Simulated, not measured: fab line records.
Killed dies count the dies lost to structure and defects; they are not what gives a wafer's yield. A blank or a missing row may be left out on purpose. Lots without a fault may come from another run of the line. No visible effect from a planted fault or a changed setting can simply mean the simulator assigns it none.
Lot-split experiment    flow sky130    23 wafers read across 5 lots, on a route 708 steps long

== ABOUT THE SPLIT ==
At SKY_LI_CONTACT_ETCH_14 (etches BARC in N2/H2, stops on SiO2, time 45.9 s, target depth 60 nm), the setting time-s was moved away from the recipe's 45.9 s on 12 of the 23 wafers read, by -7.8% to +9.4%. This setting was run at the recipe's value on the other wafers.

The reading comes from the split's own step.

== THE READING ==
oes-product-au, in a.u., at SKY_LI_CONTACT_ETCH_14 (etches BARC in N2/H2, stops on SiO2, time 45.9 s, target depth 60 nm). Fault-free wafers of this fab line usually give 0.855 a.u., standard deviation 0.0048 a.u.

wafer   tool, chamber at the split  time-s as run, s  against the recipe  oes-product-au, a.u.  against lot-mates on the recipe
L077.1  rie-diel-04, 2              45.9              recipe              0.857                 -
L077.2  rie-diel-04, 1              42.31             -7.8%               0.898                 +0.041
L077.3  rie-diel-04, 3              42.31             -7.8%               0.891                 +0.034
L077.4  rie-diel-04, 0              45.9              recipe              0.856                 -
L077.6  rie-diel-04, 0              42.31             -7.8%               0.891                 +0.034
L078.2  rie-diel-01, 0              45.9              recipe              0.858                 -
L078.3  rie-diel-01, 2              45.9              recipe              0.860                 -
L078.4  rie-diel-01, 3              49.57             +8.0%               0.844                 -0.015
L078.5  rie-diel-01, 2              49.57             +8.0%               0.839                 -0.020
L078.6  rie-diel-01, 0              49.57             +8.0%               0.838                 -0.021
L080.2  rie-diel-01, 0              45.9              recipe              0.860                 -
L080.4  rie-diel-01, 0              45.9              recipe              0.861                 -
L080.5  rie-diel-01, 3              45.9              recipe              0.859                 -
L083.1  rie-diel-01, 2              48.65             +6.0%               0.834                 -0.023
L083.2  rie-diel-01, 1              48.65             +6.0%               0.849                 -0.008
L083.3  rie-diel-01, 0              45.9              recipe              0.852                 -
L083.4  rie-diel-01, 1              45.9              recipe              0.863                 -
L083.5  rie-diel-01, 2              48.65             +6.0%               0.847                 -0.010
L084.1  rie-diel-04, 1              50.21             +9.4%               0.838                 -0.015
L084.2  rie-diel-04, 2              45.9              recipe              0.851                 -
L084.3  rie-diel-04, 0              50.21             +9.4%               0.842                 -0.011
L084.4  rie-diel-04, 0              50.21             +9.4%               0.831                 -0.022
L084.6  rie-diel-04, 1              45.9              recipe              0.855                 -

FIT RESULTS
A straight line over all 23 wafers: oes-product-au changes by -0.00304 a.u. for each +1% of time-s; r = -0.94; the points scatter about the line by 0.0063 a.u.
The same after taking each lot's own level away (the mean of its wafers on the recipe; 23 wafers): -0.00298 a.u. for each +1%; r = -0.93; scatter 0.0068 a.u.
That fit puts the effect of the largest move of time-s on the reading at 0.028 a.u.
From 0.8530 to 0.8600 a.u.: that is the span of the lots' own levels, equal to 1.5 times the standard deviation above.
So the lot-to-lot level changes the slope little: the two slopes agree.
Check: -0.0247 a.u. against its lot-mates is what the line predicts for one of the wafers moved furthest among these (+9.4%) when that wafer is left out of the fit. Against them it came out at -0.015 a.u.
Tool readings at the split's step, against how far the setting was moved: oes-product-au r = -0.94.

== OTHER SPLITS ON THESE WAFERS ==
Note: prior to the reading, these wafers also went through further splits. Each is held against what the fit with the lots' levels taken away leaves over:
other split on the same wafers    wafers away from the commonest value  r with oes-product-au (lot level and that fit taken away)
SKY_SPACER_CVD_00 pressure-mtorr  18                                    +0.01
SKY_SD_P_IMPLANT_09 dose-cm2      8                                     -0.20
SKY_SD_N_STRIP_11 power-w         4                                     +0.00
SKY_LI_CONTACT_HDPCVD_00 time-s   7                                     +0.18
SKY_LI_CONTACT_EXPOSE_09 dose-mj  9                                     +0.08

== THE WHOLE CHAIN: every reading that the file lists as answering this split, in the file's order ==
step                    what it does                                                          reading                                                                                  change (the file's fit)                    r (the file's)
SKY_LI_CONTACT_ETCH_14  etches BARC in N2/H2, stops on SiO2, time 45.9 s, target depth 60 nm  oes-product-au                                                                           -0.00268 a.u. for each +1% of the setting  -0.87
SKY_LI_CONTACT_ETCH_14  etches BARC in N2/H2, stops on SiO2, time 45.9 s, target depth 60 nm  KrF-thick_of_LI_CONTACT_COAT_07.thk-nm (the simulator's own value, which no gauge read)  -0.38 nm for each +1% of the setting       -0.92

== FILE'S OWN FIT ==
oes-product-au changes by -0.00268 a.u. for each +1% of time-s, r = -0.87.
